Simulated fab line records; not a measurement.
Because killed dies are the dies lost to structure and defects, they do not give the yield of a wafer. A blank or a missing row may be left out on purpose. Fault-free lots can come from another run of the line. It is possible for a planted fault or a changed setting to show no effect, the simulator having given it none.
Which tool did it? | flow gf180mcu | 12 lots, 36 wafers sampled, at 2 steps of a route of 602

## WHAT EACH GAUGE READ, for each wafer
GF_V4_THK_MEAS_03.
lot  | measured     | on           | V4_CVD_02_THK (nm)
L075 | day 23 09:08 | filmMetro-02 | 861 862 869
L077 | day 24 04:53 | filmMetro-02 | 847 862 870
L079 | day 25 01:57 | filmMetro-04 | 839 859 855
L081 | day 25 22:01 | filmMetro-02 | 850 847 867
L083 | day 27 02:06 | filmMetro-01 | 843 838 846
L085 | day 27 17:13 | filmMetro-02 | 852 859 869
L087 | day 28 03:05 | filmMetro-01 | 842 865 865
L088 | day 28 13:20 | filmMetro-04 | 843 861 859
L092 | day 29 05:35 | filmMetro-04 | 845 864 851
L093 | day 29 20:37 | filmMetro-01 | 856 858 870
L095 | day 30 01:53 | filmMetro-02 | 843 853 855
L097 | day 30 14:43 | filmMetro-04 | 851 846 862

## TOOL THAT RAN EACH LOT (tool first, then ch and the chambers of the sampled wafers, then the start)
lot  | GF_M4_SPUTTER_03
L075 | pvdSputter-01, day 22 09:50
L077 | pvdSputter-01, day 23 04:52
L079 | pvdSputter-04, day 24 02:38
L081 | pvdSputter-03, day 24 23:23
L083 | pvdSputter-04, day 26 04:42
L085 | pvdSputter-04, day 26 20:20
L087 | pvdSputter-03, day 27 06:34
L088 | pvdSputter-01, day 27 17:11
L092 | pvdSputter-03, day 28 09:52
L093 | pvdSputter-03, day 29 01:07
L095 | pvdSputter-01, day 29 05:46
L097 | pvdSputter-04, day 29 19:26
- GF_M4_SPUTTER_03: material Ti, target thk 10 nm, time 6.7 s.

## THE ANSWER, worked out from the rows above alone
Rule: what is usual is taken from the lots themselves. Put in order of their means at a reading, lots are off if they are a third of the lots or fewer, leave a main group of 4 or more, and stand apart from it by a gap of 3 or more times the standard deviation of the main group's means; of several such gaps the widest counts. The tables above print the reading to a certain number of digits; a main group whose means all agree to those digits is not used. Also off: a lot with no number at a reading for which 4 or more lots have one. Any other lot the step has rows for is counted as sound.
No lot is off on any of the readings shown, so nothing can be concluded from this.

## WHAT HAD BEEN PUT IN BY THE SIMULATOR
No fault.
